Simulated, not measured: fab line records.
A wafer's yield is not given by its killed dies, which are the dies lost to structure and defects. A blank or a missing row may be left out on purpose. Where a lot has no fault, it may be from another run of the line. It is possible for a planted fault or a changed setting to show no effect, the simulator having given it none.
Chamber matching | flow sky130 | SKY_CAP2M_CVD_00 on pecvd-04: 3 sister chambers
The step deposits SiO2, target thk 15.5 nm. 14 wafers are shown with their chamber, then 7 later ones without.

== WAFERS, EACH WITH ITS CHAMBER ==
wafer  | chamber | heater_power_w (W)
L074.1 | 1       | 740
L074.2 | 2       | 502
L074.4 | 1       | 758
L081.1 | 0       | 836
L081.4 | 2       | 576
L081.5 | 0       | 874
L082.2 | 0       | 785
L082.4 | 2       | 520
L082.5 | 1       | 720
L086.1 | 2       | 515
L086.3 | 0       | 831
L086.5 | 1       | 731
L090.3 | 1       | 720
L090.4 | 2       | 540

SIGNATURES, as means of the wafers listed above
reading        | chamber 0 | chamber 1 | chamber 2 | scatter within a chamber
heater_power_w | 831.50    | 733.80    | 530.60    | 27.5
Rule: a wafer lies at a distance from a chamber equal to the root of the sum of squares, over the readings, of (its reading less the chamber's mean, divided by the reading's scatter). If the next closest chamber is less than 2 further off than the closest, the wafer can't be placed; otherwise it belongs to the closest. How the scatter is found: for the shown wafers, subtract from each reading the mean of its chamber, square and add these, divide the total by (wafers less chambers), then take the root.

== WAFERS WITH NO CHAMBER GIVEN ==
wafer  | heater_power_w (W)
L090.5 | 704
L092.2 | 567
L092.3 | 726
L092.4 | 557
L093.3 | 579
L093.4 | 756
L093.6 | 697

== WHICH CHAMBER EACH WENT THROUGH ==
wafer  | from the rows above     | in truth
L090.5 | 1                       | 1
L092.2 | 2                       | 2
L092.3 | 1                       | 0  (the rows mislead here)
L092.4 | 2                       | 2
L093.3 | 2                       | 2
L093.4 | can't be placed: 1 or 0 | 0
L093.6 | 1                       | 1
Correctly placed: 5 of 7. Not placeable from these rows: 1 (in 1, the candidates include the true chamber). Placed wrongly: 1.
